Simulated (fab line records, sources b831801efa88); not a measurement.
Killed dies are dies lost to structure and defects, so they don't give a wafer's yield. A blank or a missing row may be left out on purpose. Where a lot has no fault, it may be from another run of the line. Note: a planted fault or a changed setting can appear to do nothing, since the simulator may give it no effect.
A single fault, viewed from 2 desks | flow sky130 | every desk sees just its own numbers, and what lay behind them comes last

## THE TOOL OWNER'S DESK: rie si-01
The tool's own readings at SKY_POLY_GATE_ETCH_17 (etches poly-Si in HBr/Cl2, stops on SiO2, target depth 180 nm, time 70.5 s): means of the sampled wafers that have a number, for each lot that ran on this tool. The brackets show how far a lot's mean lies from the usual mean; more than 4 standard deviations puts the lot out of limits, marked OUT.
Columns: A = bias w at SKY_POLY_GATE_ETCH_17, usual 100.0 W; B = drypump motor current A at SKY_POLY_GATE_ETCH_17, usual 6.0 A; C = oes product au at SKY_POLY_GATE_ETCH_17, usual 0.984 a.u.; D = run length s at SKY_POLY_GATE_ETCH_17, usual 99.0 s; E = throttle valve pct at SKY_POLY_GATE_ETCH_17, usual 33.685 %
lot  | first seen here | A     | B   | C     | D              | E
L195 | day 16 21:25    | 100.1 | 5.8 | 0.981 | 99.0           | 33.689
L214 | day 23 02:39    | 99.7  | 5.3 | 1.001 | 90.1 (-23) OUT | 33.678
Finding of this desk: L214 out of limits; the first was L214 at day 23 02:39, on run length s at SKY_POLY_GATE_ETCH_17. Within limits: L195.

## THE METROLOGY DESK
Means of the sampled wafers that have a number, per lot and without regard to the tool the lot ran on: this is what the gauges read. The brackets show how far a lot's mean lies from the usual mean; more than 4 standard deviations puts the lot out of limits, marked OUT.
Columns: A = cd nm at SKY_POLY_GATE_CD_MEAS_13, usual 149.8 nm; B = POLY_GATE_OVL at SKY_POLY_GATE_OVL_MEAS_14, usual 0 nm
lot  | first seen here | A     | B
L195 | day 16 21:07    | 149.9 | 8
L207 | day 20 21:31    | 147.2 | 1
L214 | day 23 02:20    | 149.8 | -8
L215 | day 23 12:35    | 149.9 | 1
L217 | day 23 21:08    | 151.5 | 2
This desk's verdict: no lot among the 5 shows anything out of limits.

## PUT TOGETHER
At day 23 02:39, on L214, the tool owner's desk was in a position to raise an alarm.
From the metrology desk's view, nothing was out of limits.
The metrology desk has L214 on record, within its limits.
The lots listed all ran SKY_POLY_GATE_ETCH_17 on rie si-01.

## WHAT HAD BEEN PUT IN BY THE SIMULATOR
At SKY_POLY_GATE_ETCH_17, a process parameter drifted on rie si-01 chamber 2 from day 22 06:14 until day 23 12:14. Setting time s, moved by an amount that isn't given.
Lots struck among those shown: L214.
How many hours passed from the start of the fault until each desk's first out-of-limits reading: the tool owner's desk, 20.
